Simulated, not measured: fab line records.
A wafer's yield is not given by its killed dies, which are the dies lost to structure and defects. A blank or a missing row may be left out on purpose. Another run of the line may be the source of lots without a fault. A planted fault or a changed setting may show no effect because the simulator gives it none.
Code-filled problem report in 8D (eight disciplines) form | flow gf180mcu | the parts of the form that need people (team, actions taken, sign-off) are left out

== 1. WHAT IS WRONG ==
CONTACT_CVD_00_THK at GF_CONTACT_THK_MEAS_01 reads a mean of 256 nm on 6 wafers of 2 lots; wafers without a fault read 301 nm with a standard deviation of 3. That is -15 standard deviations from the usual mean.
First seen on wafer L163.2, day 17 01:47, on filmMetro-02. The record holds 36 wafers of 12 lots with a number at this step. By rule, "out" or "out of limits" means more than 4 standard deviations away from the usual mean. Any other wafer with a number is counted as sound.

== 2. WHAT IT IS; WHAT IT IS NOT ==
question                    | is                         | is not
which readings at this step | CONTACT_CVD_00_THK         | -
which lots                  | L163, L164                 | L159, L160, L171, L172, L173, L174, L176, L178, L180, L181
which wafers of those lots  | all that have a number     | -
read on which gauges        | filmMetro-02, filmMetro-04 | filmMetro-03
when                        | from day 17 01:47          | up to then (6 sound wafers); but 24 sound wafers of L171, L172, L173, L174, L176, L178, L180, L181 came after

== 3. WHAT RULES OUT EACH SUSPECT ==
Counting: any tool at a process step up to the reading is kept as a suspect provided that every lot that is out went through it and no sound lot did after the first of them.
- the gauge at GF_CONTACT_THK_MEAS_01 has been ruled out. 2 gauges (filmMetro-02, filmMetro-04) read the wafers that are out.
- hdpcvd-02 at GF_CONTACT_CVD_00 (deposits SiO2, target thk 300 nm, time 50 s): ruled out as a lasting fault. The sound lots L172, L173, L174, L180 went through it after L163, its earliest lot that is out (day 17 01:44).
Left after counting: nothing in the record.

== 4. THE CAUSE (what the simulator had put in) ==
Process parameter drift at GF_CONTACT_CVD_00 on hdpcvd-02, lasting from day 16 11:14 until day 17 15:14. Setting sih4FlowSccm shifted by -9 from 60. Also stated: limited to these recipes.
It was ruled out by counting, in error; the rule expects a fault to strike all lots run on its tool from its start on, and this fault did not.

== 5. SEQUENCE OF EFFECTS, ordered by route ==
Each row: a reading whose mean over the struck wafers that have a number lies more than 3 standard deviations from the usual. Readings are gone through only where the record gives a usual standard deviation; hours: the median, over the lots, of the time from a lot's start at the first step in this table giving one to that lot's start at this step; sigmas: the change measured in usual standard deviations.
hours | step                   | reading            | usual      | on struck wafers | change | sigmas
0     | GF_CONTACT_CVD_00      | sih4FlowSccm       | 60.01 sccm | 50.99            | -9.02  | -53
0     | GF_CONTACT_THK_MEAS_01 | CONTACT_CVD_00_THK | 301 nm     | 256              | -46    | -15
-     | GF_CONTACT_ETCH_17     | oesProductAu       | 0.815 a.u. | 0.793            | -0.022 | -5.0
The process steps in it:
- GF_CONTACT_CVD_00: deposits SiO2, target thk 300 nm, time 50 s.
- GF_CONTACT_ETCH_17: etches SiO2 in C4F8/O2/Ar, stops on CoSi2, target depth 860 nm.
Later measuring or inspecting steps at which every struck wafer that the step has a row for has a number for every such reading, and none has moved that far: GF_V1_BOW_MEAS_05.

== 6. HOW IT WOULD HAVE BEEN CAUGHT EARLIER ==
The first out-of-limits reading at a measuring or inspecting step in this record came at day 17 01:47, 15 hours after the fault's start at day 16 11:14.
At GF_CONTACT_CVD_00, the tool's own readings (sih4FlowSccm) were out on each struck wafer the step has a row for, so an alarm limit on them would have fired on the first such wafer.
